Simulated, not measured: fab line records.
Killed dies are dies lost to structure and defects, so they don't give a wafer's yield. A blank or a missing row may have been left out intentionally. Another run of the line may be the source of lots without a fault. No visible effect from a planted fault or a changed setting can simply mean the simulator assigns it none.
Chamber matching || flow gf180mcu || cmp-01 running GF_V3_CMP_26: 4 sister chambers
The step polishes, stops on SiO2, t overpolish 15 s, target thk 0 nm. 4 wafers are shown with their chamber, then 12 later ones without.

## WAFERS WITH THEIR CHAMBER
{"wafer": "L091.1", "chamber": 3, "motor current A (A)": 10.6}
{"wafer": "L091.5", "chamber": 1, "motor current A (A)": 10.5}
{"wafer": "L093.1", "chamber": 2, "motor current A (A)": 12.7}
{"wafer": "L093.5", "chamber": 0, "motor current A (A)": 11.3}

## WAFERS WITHOUT THEIR CHAMBER
{"wafer": "L094.1", "motor current A (A)": 10.1}
{"wafer": "L094.3", "motor current A (A)": 11.4}
{"wafer": "L094.6", "motor current A (A)": 13.2}
{"wafer": "L095.3", "motor current A (A)": 13.1}
{"wafer": "L095.5", "motor current A (A)": 11.0}
{"wafer": "L095.6", "motor current A (A)": 10.7}
{"wafer": "L096.2", "motor current A (A)": 11.0}
{"wafer": "L096.3", "motor current A (A)": 13.5}
{"wafer": "L096.5", "motor current A (A)": 10.3}
{"wafer": "L097.1", "motor current A (A)": 10.8}
{"wafer": "L097.3", "motor current A (A)": 10.8}
{"wafer": "L097.5", "motor current A (A)": 10.7}

## THE CHAMBER EACH PASSED THROUGH
{"wafer": "L094.1", "from the rows above": "can't be placed: 1 or 3", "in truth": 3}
{"wafer": "L094.3", "from the rows above": "can't be placed: 0 or 3", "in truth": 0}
{"wafer": "L094.6", "from the rows above": 2, "in truth": 2}
{"wafer": "L095.3", "from the rows above": 2, "in truth": 2}
{"wafer": "L095.5", "from the rows above": "can't be placed: 0 or 3 or 1", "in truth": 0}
{"wafer": "L095.6", "from the rows above": "can't be placed: 3 or 1 or 0", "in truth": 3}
{"wafer": "L096.2", "from the rows above": "can't be placed: 0 or 3 or 1", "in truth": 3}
{"wafer": "L096.3", "from the rows above": 2, "in truth": 2}
{"wafer": "L096.5", "from the rows above": "can't be placed: 1 or 3", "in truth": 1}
{"wafer": "L097.1", "from the rows above": "can't be placed: 3 or 1 or 0", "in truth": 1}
{"wafer": "L097.3", "from the rows above": "can't be placed: 3 or 1 or 0", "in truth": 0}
{"wafer": "L097.5", "from the rows above": "can't be placed: 3 or 1 or 0", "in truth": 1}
Correctly placed: 3 of 12. Can't be placed from these rows: 9 (the true chamber is among the candidates in 9). Number placed wrongly: 0.
How it was worked out, from the rows above alone: a wafer's distance from a chamber is the root of the sum, over the readings, of the square of ((its reading less the chamber's mean) divided by the reading's scatter). If the next closest chamber is less than 2 further off than the closest, the wafer can't be placed; otherwise it belongs to the closest. For every chamber, the mean is computed from those of its wafers that are shown. The scatter: root of mean squared gap, hidden wafer to nearest shown wafer, with one shown wafer a chamber.
